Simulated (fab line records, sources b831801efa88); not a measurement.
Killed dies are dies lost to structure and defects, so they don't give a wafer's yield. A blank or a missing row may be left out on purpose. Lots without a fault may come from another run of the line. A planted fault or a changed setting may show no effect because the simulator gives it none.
Problem report in the 8D (eight disciplines) form, filled by code | flow sky130 | the parts of the form that need people (team, actions taken, sign-off) are left out

1. THE PROBLEM
oes_product_au at SKY_METAL5_METAL_ETCH_15 reads a mean of 0.829 a.u. on 2 wafers of 1 lot; wafers without a fault read 0.893 a.u. with a standard deviation of 0.0057. That is -11 standard deviations from the usual mean.
The step: etches the open film in Cl2/BCl3, stops on SiO2, target depth 1260 nm, time 252 s.
First seen on wafer L172.1, day 45 06:29, on rie_metal-04. The record holds 33 wafers of 11 lots with a number at this step. Rule for "out", or "out of limits": more than 4 standard deviations from the usual mean. The other wafers with a number count as sound.

2. WHAT IT IS AND WHAT IT IS NOT
question                    | is                | is not
which readings at this step | oes_product_au    | bcl3_flow_sccm, drypump_motor_current_A, mfc_cl2_sccm, rf_fwd_power_W, throttle_valve_pct
which lots                  | L172              | L169, L171, L181, L182, L183, L184, L185, L187, L188, L190
which wafers of those lots  | L172.1, L172.6    | L172.5
read on which tools         | rie_metal-04      | rie_metal-02, rie_metal-03
when                        | from day 45 06:29 | up to then (7 sound wafers); but 24 sound wafers of L181, L182, L183, L184, L185, L187, L188, L190 came after

3. SUSPECTS, AND WHAT RULES EACH OUT
Counting: a tool at a process step up to the reading stays a suspect if it ran every lot that is out. Sound lots after the first of them don't rule it out here, since some wafers of a struck lot are sound.
- rie_metal-04 at SKY_METAL5_METAL_ETCH_15 (etches the open film in Cl2/BCl3, stops on SiO2, target depth 1260 nm, time 252 s): kept. It ran the lot that is out, L172 (day 45 06:29); its last sound lot up to then is L171 (day 44 23:23). Its own readings are out on those wafers: oes_product_au.
- Within rie_metal-04 at SKY_METAL5_METAL_ETCH_15: the wafers that are out ran in chamber 1; their sound lot-mates ran in chamber 0.
Left after counting: rie_metal-04 at SKY_METAL5_METAL_ETCH_15.

4. THE CAUSE (what the simulator had put in)
Process parameter drift: rie_metal-04, from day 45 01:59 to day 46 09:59, at SKY_METAL5_METAL_ETCH_15. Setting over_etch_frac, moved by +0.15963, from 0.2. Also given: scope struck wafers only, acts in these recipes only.
Counting left only this tool.

5. THE CHAIN OF EFFECTS, in route order
Each row: a reading whose mean over the struck wafers that have a number lies more than 3 standard deviations from the usual. Only readings for which the record gives a usual standard deviation are gone through. hours: the time from each lot's start at the first step in this table that gives one to its start at this step, as a median over the lots. sigmas: the change in usual standard deviations.
hours | step                     | reading                  | usual      | on struck wafers | change | sigmas
0     | SKY_METAL5_METAL_ETCH_15 | oes_product_au           | 0.893 a.u. | 0.829            | -0.064 | -11
0     | SKY_METAL5_STRIP_16      | strip_time_to_endpoint_s | 13.08 s    | 12.11            | -0.97  | -8.1
The process steps in it:
- SKY_METAL5_METAL_ETCH_15: etches the open film in Cl2/BCl3, stops on SiO2, target depth 1260 nm, time 252 s.
- SKY_METAL5_STRIP_16: strips in O2/N2.

6. WHAT WOULD HAVE CAUGHT IT SOONER
In this record the first reading out of limits was taken at day 45 06:29, 4 hours after the fault began at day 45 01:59.
